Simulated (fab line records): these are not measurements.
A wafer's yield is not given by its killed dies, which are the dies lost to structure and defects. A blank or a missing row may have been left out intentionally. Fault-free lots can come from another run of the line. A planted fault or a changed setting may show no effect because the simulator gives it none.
A sampling plan put to the test	flow sky130	one fab line, 67 faults that these records tell of, each judged on the records of the lots that it struck; 1 more is left out, because the records don't allow judging it
The plan consists of the line's own looks: route steps at which the wafer is read by a gauge or an inspection but not changed. A look is open to judgement when struck wafers have a number at it and the file gives its usual mean and standard deviation on fault-free wafers. Caught: at a look after the fault's first step, the mean of the struck wafers lies 4 or more of those standard deviations (sigma) from the usual mean. On the tool: the test repeated on the tool's own readings taken at the fault's steps. Caught also covers a different recipe on the struck wafers, or a record left blank for those wafers only.

THE FAULTS, as the simulator had put them in
1. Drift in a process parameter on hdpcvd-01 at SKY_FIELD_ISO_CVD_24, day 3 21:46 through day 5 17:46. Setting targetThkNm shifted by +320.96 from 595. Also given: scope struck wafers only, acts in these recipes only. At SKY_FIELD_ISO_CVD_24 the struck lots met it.
2. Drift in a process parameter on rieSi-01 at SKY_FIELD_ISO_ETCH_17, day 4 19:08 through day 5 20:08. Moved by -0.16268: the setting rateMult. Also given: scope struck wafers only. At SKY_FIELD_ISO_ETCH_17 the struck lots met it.
3. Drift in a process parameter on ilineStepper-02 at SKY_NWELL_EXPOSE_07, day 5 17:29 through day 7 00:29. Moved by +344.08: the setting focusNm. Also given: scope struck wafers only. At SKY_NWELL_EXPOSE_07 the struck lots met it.
4. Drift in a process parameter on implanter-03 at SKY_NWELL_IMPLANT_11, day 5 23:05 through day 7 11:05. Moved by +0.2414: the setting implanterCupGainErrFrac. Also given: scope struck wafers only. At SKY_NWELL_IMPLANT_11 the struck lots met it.
5. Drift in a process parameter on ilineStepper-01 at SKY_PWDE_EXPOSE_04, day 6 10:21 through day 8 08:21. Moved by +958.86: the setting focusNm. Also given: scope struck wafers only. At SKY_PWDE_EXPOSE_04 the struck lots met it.
6. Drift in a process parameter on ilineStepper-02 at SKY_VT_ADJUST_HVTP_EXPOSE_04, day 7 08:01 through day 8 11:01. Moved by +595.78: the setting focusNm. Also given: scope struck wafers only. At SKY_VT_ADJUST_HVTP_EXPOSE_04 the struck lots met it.
7. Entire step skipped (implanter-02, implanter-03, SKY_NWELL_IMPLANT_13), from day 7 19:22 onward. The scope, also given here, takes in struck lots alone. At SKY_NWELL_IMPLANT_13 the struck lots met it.
8. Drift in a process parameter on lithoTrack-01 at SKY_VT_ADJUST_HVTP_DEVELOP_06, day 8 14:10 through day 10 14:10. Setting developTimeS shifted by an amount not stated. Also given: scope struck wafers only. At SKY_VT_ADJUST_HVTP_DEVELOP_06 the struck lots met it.
9. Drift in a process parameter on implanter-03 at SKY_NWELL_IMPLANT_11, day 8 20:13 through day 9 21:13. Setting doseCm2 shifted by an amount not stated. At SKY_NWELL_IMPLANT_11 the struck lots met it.
10. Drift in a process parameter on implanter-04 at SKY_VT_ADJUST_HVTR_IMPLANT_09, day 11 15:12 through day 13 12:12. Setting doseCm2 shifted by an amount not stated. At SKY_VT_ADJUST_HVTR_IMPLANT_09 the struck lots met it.
11. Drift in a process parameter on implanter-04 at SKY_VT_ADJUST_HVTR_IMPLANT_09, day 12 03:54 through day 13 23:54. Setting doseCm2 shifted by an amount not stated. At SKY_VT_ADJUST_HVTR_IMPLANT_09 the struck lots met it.
12. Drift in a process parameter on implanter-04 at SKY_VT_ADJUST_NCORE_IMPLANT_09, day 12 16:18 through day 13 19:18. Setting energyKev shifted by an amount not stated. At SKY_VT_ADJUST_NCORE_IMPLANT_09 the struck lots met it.
13. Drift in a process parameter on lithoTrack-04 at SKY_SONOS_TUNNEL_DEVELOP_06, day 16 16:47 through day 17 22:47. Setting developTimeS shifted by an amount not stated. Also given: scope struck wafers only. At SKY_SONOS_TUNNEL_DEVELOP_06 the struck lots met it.
14. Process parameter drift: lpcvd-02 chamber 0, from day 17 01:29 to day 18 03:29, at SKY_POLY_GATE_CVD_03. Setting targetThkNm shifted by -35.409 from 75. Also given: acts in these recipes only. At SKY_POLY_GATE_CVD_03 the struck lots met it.
15. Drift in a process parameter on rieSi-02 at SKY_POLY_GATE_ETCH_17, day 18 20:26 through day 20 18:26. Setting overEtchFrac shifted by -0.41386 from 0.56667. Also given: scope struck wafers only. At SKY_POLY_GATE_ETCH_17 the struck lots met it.
16. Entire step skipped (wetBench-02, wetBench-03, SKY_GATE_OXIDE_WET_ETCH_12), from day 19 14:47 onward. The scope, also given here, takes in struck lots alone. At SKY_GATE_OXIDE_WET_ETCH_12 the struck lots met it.
17. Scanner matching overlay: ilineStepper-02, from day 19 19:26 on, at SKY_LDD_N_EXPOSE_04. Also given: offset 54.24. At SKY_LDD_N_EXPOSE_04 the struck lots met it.
18. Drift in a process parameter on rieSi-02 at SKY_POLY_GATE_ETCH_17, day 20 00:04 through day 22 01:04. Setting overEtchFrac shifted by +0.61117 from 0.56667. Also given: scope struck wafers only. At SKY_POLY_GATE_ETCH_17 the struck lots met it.
19. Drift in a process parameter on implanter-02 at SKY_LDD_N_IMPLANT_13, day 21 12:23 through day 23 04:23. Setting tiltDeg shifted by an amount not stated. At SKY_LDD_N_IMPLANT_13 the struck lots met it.
20. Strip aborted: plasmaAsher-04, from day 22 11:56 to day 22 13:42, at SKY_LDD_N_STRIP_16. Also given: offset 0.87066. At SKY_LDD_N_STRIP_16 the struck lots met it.
21. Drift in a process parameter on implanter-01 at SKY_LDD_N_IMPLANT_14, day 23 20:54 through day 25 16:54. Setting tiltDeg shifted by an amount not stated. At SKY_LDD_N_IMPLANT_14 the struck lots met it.
22. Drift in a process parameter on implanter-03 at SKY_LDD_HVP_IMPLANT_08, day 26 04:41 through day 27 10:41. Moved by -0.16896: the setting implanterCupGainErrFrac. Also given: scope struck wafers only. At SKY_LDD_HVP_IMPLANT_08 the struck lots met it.
23. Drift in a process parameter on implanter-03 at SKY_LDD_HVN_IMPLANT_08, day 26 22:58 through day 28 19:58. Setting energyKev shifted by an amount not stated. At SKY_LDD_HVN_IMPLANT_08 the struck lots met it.
24. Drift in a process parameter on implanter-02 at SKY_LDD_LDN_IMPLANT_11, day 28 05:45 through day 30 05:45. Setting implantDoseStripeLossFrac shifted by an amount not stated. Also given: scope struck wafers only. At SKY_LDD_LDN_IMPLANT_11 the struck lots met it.
25. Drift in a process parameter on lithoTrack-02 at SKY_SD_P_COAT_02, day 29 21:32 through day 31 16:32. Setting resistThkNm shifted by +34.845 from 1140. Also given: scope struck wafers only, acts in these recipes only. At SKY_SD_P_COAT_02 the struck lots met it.
26. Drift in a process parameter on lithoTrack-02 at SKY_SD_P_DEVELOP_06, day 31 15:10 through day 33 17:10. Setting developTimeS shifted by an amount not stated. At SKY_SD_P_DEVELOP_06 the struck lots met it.
27. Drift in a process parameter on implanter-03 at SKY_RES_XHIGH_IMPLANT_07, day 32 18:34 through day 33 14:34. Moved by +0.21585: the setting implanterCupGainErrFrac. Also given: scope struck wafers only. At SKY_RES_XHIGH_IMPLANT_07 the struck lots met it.
28. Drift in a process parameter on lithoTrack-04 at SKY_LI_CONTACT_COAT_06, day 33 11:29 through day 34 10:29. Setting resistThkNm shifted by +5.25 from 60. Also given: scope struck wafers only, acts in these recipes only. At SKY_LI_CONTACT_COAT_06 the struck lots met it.
29. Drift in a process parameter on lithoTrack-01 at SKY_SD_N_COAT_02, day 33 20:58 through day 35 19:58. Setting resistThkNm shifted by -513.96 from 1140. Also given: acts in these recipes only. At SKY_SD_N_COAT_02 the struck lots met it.
30. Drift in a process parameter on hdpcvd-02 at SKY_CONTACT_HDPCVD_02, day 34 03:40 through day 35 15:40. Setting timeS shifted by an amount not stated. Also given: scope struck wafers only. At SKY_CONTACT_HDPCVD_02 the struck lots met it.
31. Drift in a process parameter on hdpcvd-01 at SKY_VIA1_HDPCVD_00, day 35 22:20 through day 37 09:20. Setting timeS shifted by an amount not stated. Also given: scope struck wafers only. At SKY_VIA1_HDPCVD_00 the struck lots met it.
32. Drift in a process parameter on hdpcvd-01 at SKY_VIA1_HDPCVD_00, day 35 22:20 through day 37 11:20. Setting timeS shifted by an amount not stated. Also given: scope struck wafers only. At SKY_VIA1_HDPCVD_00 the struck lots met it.
33. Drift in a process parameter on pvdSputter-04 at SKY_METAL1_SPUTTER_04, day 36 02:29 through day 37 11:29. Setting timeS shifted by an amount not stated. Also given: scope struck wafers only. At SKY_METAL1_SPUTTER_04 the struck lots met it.
34. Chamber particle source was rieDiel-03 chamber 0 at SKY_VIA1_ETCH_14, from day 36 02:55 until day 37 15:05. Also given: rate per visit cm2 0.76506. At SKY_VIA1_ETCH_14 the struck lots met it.
35. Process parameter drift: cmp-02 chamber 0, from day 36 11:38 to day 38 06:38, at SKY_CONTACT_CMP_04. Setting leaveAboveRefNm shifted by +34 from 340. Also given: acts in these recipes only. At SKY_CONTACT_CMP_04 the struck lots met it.
36. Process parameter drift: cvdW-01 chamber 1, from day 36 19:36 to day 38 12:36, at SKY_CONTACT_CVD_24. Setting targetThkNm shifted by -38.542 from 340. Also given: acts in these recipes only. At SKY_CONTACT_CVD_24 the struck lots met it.
37. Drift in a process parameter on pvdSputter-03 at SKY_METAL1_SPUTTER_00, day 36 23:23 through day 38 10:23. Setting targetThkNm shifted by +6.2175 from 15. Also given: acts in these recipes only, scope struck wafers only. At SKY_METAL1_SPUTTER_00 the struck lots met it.
38. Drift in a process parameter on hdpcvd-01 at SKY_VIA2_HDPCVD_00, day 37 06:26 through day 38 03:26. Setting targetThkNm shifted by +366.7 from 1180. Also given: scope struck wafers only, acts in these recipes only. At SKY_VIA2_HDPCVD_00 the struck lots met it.
39. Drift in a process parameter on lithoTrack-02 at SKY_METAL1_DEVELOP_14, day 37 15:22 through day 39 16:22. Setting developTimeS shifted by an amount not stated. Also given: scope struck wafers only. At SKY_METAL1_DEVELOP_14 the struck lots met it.
40. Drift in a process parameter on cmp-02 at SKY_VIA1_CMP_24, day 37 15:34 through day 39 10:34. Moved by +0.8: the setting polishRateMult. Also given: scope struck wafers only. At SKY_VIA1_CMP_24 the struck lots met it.
41. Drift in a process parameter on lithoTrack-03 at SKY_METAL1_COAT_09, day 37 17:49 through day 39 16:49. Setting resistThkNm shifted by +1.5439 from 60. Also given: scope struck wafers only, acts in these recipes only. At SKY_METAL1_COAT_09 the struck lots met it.
42. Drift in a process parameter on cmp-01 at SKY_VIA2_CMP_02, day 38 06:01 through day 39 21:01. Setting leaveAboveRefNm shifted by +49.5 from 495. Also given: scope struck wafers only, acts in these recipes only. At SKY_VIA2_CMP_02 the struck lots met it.
43. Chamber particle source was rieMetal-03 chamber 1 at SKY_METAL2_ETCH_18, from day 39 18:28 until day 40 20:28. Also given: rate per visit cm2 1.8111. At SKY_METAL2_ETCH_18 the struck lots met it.
44. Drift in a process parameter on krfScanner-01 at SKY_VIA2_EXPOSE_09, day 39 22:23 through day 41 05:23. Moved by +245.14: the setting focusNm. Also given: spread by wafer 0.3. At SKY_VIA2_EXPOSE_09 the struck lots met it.
45. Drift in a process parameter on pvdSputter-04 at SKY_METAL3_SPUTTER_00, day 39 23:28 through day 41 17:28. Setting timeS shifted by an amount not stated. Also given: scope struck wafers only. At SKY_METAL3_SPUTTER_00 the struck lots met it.
46. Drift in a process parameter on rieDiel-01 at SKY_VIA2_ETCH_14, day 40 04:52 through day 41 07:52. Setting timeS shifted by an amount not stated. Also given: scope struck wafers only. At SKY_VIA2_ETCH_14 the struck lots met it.
47. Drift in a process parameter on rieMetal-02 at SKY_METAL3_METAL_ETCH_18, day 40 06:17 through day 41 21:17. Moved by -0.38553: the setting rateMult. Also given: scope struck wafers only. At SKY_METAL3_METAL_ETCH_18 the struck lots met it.
48. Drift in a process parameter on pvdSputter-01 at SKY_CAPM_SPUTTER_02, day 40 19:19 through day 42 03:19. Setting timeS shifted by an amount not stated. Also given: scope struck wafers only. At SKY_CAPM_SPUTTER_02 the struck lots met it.
49. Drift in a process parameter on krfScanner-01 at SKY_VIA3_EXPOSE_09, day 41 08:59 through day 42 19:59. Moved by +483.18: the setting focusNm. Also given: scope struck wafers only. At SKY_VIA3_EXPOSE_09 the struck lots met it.
50. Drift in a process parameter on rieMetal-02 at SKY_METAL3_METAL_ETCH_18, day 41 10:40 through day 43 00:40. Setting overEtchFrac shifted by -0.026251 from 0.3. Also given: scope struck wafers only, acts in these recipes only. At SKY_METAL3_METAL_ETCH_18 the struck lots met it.
51. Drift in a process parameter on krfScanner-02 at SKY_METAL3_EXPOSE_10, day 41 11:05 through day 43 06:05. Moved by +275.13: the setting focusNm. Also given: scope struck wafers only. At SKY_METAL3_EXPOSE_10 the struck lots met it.
52. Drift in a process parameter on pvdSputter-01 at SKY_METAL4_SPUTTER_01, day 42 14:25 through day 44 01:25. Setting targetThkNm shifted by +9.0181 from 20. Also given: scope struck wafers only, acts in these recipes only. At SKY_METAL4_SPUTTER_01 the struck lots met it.
53. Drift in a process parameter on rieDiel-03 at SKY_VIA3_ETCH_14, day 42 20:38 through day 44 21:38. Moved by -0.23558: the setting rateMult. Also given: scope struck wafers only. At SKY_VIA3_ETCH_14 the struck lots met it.
54. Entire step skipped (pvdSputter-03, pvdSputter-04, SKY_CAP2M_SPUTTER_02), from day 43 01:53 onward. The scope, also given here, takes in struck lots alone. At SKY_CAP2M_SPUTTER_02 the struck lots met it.
55. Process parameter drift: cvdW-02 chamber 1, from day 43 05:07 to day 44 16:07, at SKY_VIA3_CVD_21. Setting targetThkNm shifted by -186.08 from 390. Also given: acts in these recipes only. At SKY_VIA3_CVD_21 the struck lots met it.
56. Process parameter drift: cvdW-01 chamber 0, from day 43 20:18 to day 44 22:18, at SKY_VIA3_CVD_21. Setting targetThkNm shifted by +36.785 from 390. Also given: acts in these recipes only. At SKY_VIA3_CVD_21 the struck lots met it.
57. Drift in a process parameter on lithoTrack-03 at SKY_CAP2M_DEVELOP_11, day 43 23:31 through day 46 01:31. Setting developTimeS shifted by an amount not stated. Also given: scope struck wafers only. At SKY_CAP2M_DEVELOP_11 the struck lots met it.
58. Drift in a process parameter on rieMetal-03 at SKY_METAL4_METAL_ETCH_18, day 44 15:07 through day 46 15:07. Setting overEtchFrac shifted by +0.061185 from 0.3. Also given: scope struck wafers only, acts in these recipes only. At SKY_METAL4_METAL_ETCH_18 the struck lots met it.
59. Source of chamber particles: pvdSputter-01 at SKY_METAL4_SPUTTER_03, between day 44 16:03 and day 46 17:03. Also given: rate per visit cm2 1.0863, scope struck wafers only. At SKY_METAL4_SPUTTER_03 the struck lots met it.
60. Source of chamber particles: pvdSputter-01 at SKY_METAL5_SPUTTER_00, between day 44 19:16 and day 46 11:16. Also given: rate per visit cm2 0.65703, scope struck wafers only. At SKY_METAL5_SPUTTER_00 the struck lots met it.
61. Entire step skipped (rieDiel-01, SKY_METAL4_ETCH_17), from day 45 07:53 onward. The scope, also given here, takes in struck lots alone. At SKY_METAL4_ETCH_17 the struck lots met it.
62. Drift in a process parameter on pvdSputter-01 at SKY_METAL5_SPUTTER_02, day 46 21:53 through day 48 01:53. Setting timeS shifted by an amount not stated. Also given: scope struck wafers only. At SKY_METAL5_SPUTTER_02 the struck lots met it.
63. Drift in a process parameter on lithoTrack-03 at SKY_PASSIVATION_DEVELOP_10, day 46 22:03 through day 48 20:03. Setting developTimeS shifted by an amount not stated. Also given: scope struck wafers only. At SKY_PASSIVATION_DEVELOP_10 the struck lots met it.
64. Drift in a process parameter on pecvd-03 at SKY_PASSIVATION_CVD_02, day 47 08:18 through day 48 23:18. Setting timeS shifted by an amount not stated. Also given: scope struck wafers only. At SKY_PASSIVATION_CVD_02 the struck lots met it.
65. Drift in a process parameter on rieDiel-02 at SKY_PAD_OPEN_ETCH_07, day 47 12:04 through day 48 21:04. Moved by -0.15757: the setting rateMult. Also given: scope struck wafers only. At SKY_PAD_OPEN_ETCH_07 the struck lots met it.
66. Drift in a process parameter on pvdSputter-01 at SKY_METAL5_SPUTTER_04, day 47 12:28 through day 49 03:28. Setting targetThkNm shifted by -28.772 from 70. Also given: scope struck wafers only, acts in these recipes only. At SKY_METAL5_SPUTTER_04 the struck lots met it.
67. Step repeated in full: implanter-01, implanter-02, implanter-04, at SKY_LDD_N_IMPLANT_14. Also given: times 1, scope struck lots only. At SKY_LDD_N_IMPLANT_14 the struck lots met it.

WHAT THE PLAN SAW
fault	on the tool itself	first look that catches it	reading, sigma	median hours from its first step to that look	hours from the fault's start to the first struck lot there	judged looks passed uncaught
1	under 2 sigma	SKY_FIELD_ISO_THK_MEAS_25	FIELD_ISO_CVD_24_THK +46	0.1	2	0
2	oesProductAu -9.3 sigma	none of the 2 looks that can be judged after it	-	-	-	2
3	under 2 sigma	not the one look that can be judged after it	-	-	-	1
4	faradayCurrentUA +12 sigma	SKY_NWELL_TW_MEAS_15	NWELL_TW -8.8	0.5	7	0
5	no reading that can be judged	none of the 5 looks that can be judged after it	-	-	-	5
6	no reading that can be judged	none of the 2 looks that can be judged after it	strongest: cdNm at SKY_VT_ADJUST_HVTP_CD_MEAS_07, -3.9	-	-	2
7	the tool's record is blank for the struck wafers	SKY_NWELL_RS_MEAS_29	NWELL_RS +16	21.8	22	0
8	no reading that can be judged	SKY_VT_ADJUST_HVTP_CD_MEAS_07	cdNm -5.5	0.2	16	0
9	doseIonsCm2 -99 or beyond sigma	SKY_NWELL_TW_MEAS_15	NWELL_TW -22	0.5	4	0
10	doseIonsCm2 -99 or beyond sigma	SKY_VT_ADJUST_HVTR_TW_MEAS_11	VT_ADJUST_HVTR_TW -38	0.2	1	0
11	doseIonsCm2 -99 or beyond sigma	SKY_VT_ADJUST_HVTR_TW_MEAS_11	VT_ADJUST_HVTR_TW -11	0.2	13	0
12	beamEnergyKeV -99 or beyond sigma	SKY_VT_ADJUST_NCORE_TW_MEAS_11	VT_ADJUST_NCORE_TW -10	0.2	5	0
13	under 2 sigma	SKY_SONOS_TUNNEL_CD_MEAS_07	cdNm -7.3	0.1	14	0
14	under 2 sigma	SKY_POLY_GATE_THK_MEAS_04	POLY_GATE_CVD_03_THK -50	1.4	7	0
15	under 2 sigma	no look after it can be judged	-	-	-	0
16	the tool's record is blank for the struck wafers	no look after it can be judged	-	-	-	0
17	no reading that can be judged	SKY_LDD_N_OVL_MEAS_07	LDD_N_OVL +41	14.9	15	0
18	oesProductAu -22 sigma	none of the 2 looks that can be judged after it	-	-	-	2
19	tiltDeg -99 or beyond sigma	no look after it can be judged	-	-	-	0
20	oesProductAu +99 or beyond sigma	SKY_LDD_P_TW_MEAS_11	LDD_P_TW -99 or beyond	30.8	32	0
21	no reading that can be judged	none of the 6 looks that can be judged after it	-	-	-	6
22	beamOnS +10 sigma	SKY_LDD_HVP_TW_MEAS_10	LDD_HVP_TW +5.1	0.2	2	0
23	beamEnergyKeV -99 or beyond sigma	SKY_LDD_HVN_TW_MEAS_10	LDD_HVN_TW -5.5	0.2	6	0
24	under 2 sigma	none of the 6 looks that can be judged after it	-	-	-	6
25	under 2 sigma	no look after it can be judged	-	-	-	0
26	no reading that can be judged	SKY_SD_P_CD_MEAS_07	cdNm -88	0.2	2	0
27	faradayCurrentUA +4.7 sigma	SKY_RES_XHIGH_TW_MEAS_09	RES_XHIGH_TW -6.0	0.2	2	0
28	under 2 sigma	no look after it can be judged	-	-	-	0
29	under 2 sigma	SKY_SD_N_CD_MEAS_07	cdNm +21	12.9	18	0
30	runLengthS -14 sigma	SKY_CONTACT_THK_MEAS_03	CONTACT_HDPCVD_THK -8.7	0.1	21	0
31	runLengthS -18 sigma	SKY_VIA1_THK_MEAS_01	VIA1_HDPCVD_THK -6.6	0.1	24	0
32	runLengthS -81 sigma	SKY_VIA1_THK_MEAS_01	VIA1_HDPCVD_THK -26	0.1	7	0
33	under 2 sigma	none of the 4 looks that can be judged after it	-	-	-	4
34	under 2 sigma	not the one look that can be judged after it	-	-	-	1
35	timeToEndpointS -4.6 sigma	no look after it can be judged	-	-	-	0
36	under 2 sigma	SKY_CONTACT_RS_MEAS_25	CONTACT_W_RS +11	0.1	17	0
37	under 2 sigma	no look after it can be judged	-	-	-	0
38	no reading that can be judged	SKY_VIA2_THK_MEAS_01	VIA2_HDPCVD_THK +31	0.1	8	0
39	no reading that can be judged	none of the 2 looks that can be judged after it	strongest: cdNm at SKY_METAL1_CD_MEAS_15, -3.2	-	-	2
40	timeToEndpointS -9.8 sigma	none of the 4 looks that can be judged after it	-	-	-	4
41	no reading that can be judged	not the one look that can be judged after it	-	-	-	1
42	under 2 sigma	not the one look that can be judged after it	-	-	-	1
43	under 2 sigma	no look after it can be judged	-	-	-	0
44	exposureDoseMJCm2 +18 sigma	SKY_VIA2_CD_MEAS_12	cdNm -12	12.1	29	0
45	under 2 sigma	no look after it can be judged	-	-	-	0
46	oesProductAu +27 sigma	no look after it can be judged	-	-	-	0
47	oesProductAu -14 sigma	no look after it can be judged	-	-	-	0
48	under 2 sigma	SKY_CAPM_RS_MEAS_03	CAPM_TIN_RS +18	0.1	4	0
49	no reading that can be judged	SKY_VIA3_CD_MEAS_12	cdNm -57	11.5	14	0
50	under 2 sigma	no look after it can be judged	-	-	-	0
51	no reading that can be judged	SKY_METAL3_CD_MEAS_13	cdNm -23	12.1	19	0
52	under 2 sigma	no look after it can be judged	-	-	-	0
53	under 2 sigma	no look after it can be judged	-	-	-	0
54	the tool's record is blank for the struck wafers	no look after it can be judged	-	-	-	0
55	under 2 sigma	SKY_VIA3_RS_MEAS_22	VIA3_W_RS +95	0.1	11	0
56	under 2 sigma	SKY_VIA3_RS_MEAS_22	VIA3_W_RS -9.3	0.1	9	0
57	under 2 sigma	not the one look that can be judged after it	-	-	-	1
58	oesProductAu -5.0 sigma	no look after it can be judged	-	-	-	0
59	under 2 sigma	not the one look that can be judged after it	-	-	-	1
60	under 2 sigma	no look after it can be judged	-	-	-	0
61	the tool's record is blank for the struck wafers	no look after it can be judged	-	-	-	0
62	under 2 sigma	SKY_METAL5_RS_MEAS_05	METAL5_ALCU_RS -10	0.1	13	0
63	no reading that can be judged	no look after it can be judged	-	-	-	0
64	under 2 sigma	SKY_PASSIVATION_THK_MEAS_03	PASSIVATION_CVD_02_THK +6.8	0.2	2	0
65	oesProductAu -11 sigma	not the one look that can be judged after it	-	-	-	1
66	under 2 sigma	SKY_METAL5_THK_MEAS_06	METAL5_ALCU_THK +6.3	0.2	10	0
67	under 2 sigma	no look after it can be judged	-	-	-	0
Dash: fault not caught, or number not given in these records.

Caught at a look: 31 of 67. Caught on the tool: 26 of 67. By one or the other: 43 of 67.
On the tool alone, faults 2, 16, 18, 19, 35, 40, 46, 47, 54, 58, 61, 65 were caught.
Caught at a look alone: faults 1, 8, 13, 14, 17, 26, 29, 36, 38, 48, 49, 51, 55, 56, 62, 64, 66.
Caught by neither: faults 3, 5, 6, 15, 21, 24, 25, 28, 33, 34, 37, 39, 41, 42, 43, 45, 50, 52, 53, 57, 59, 60, 63, 67.

THINNER SAMPLING
If the look that catches a fault measured only every second or every third lot, by lot number, the first struck lot would be measured this late in the worst case:
fault	struck lots at that look, in order of time	every lot	every second lot	every third lot
1	L688, L689, L692	2 h	8 h	may miss all 3
4	L361, L363	7 h	may miss all 2	may miss all 2
7	L362, L363	22 h	28 h	may miss all 2
8	L485, L489, L490	16 h	47 h	47 h
9	L792, L794	4 h	may miss all 2	may miss all 2
10	L597, L599, L600	1 h	37 h	may miss all 3
11	L443, L444, L447	13 h	25 h	may miss all 3
12	L963, L965	5 h	may miss all 2	may miss all 2
13	L825, L826	14 h	15 h	may miss all 2
14	L413, L414	7 h	17 h	may miss all 2
17	L316, L318	15 h	may miss all 2	may miss all 2
20	L177	32 h	may miss it	may miss it
22	L311, L313	2 h	may miss all 2	may miss all 2
23	L876, L879	6 h	43 h	may miss all 2
26	L573, L576	2 h	42 h	may miss all 2
27	L408, L409, L410	2 h	9 h	18 h
29	L473, L475	18 h	may miss all 2	may miss all 2
30	L916, L918	21 h	may miss all 2	may miss all 2
31	L958, L959	24 h	33 h	may miss all 2
32	L541, L543	7 h	may miss all 2	may miss all 2
36	L216, L218	17 h	may miss all 2	may miss all 2
38	L901, L902	8 h	17 h	may miss all 2
44	L707	29 h	may miss it	may miss it
48	L361	4 h	may miss it	may miss it
49	L108, L109	14 h	22 h	may miss all 2
51	L250, L254	19 h	may miss all 2	may miss all 2
55	L937	11 h	may miss it	may miss it
56	L413, L416	9 h	25 h	may miss all 2
62	L135, L138	13 h	24 h	may miss all 2
64	L797	2 h	may miss it	may miss it
66	L705, L708	10 h	33 h	may miss all 2
The hour figures run from when the fault began to the first measured lot among those it struck. The test against the limit of 4 sigma pooled every struck wafer, which means one lot taken alone may stay below that limit. Other struck lots may not be in these records.

THE LONGEST TIMED WAY FROM STEP TO LOOK
For fault 20, SKY_LDD_N_STRIP_16 and SKY_LDD_P_TW_MEAS_11 are separated by a median of 30.8 hours. No look between them can be judged.
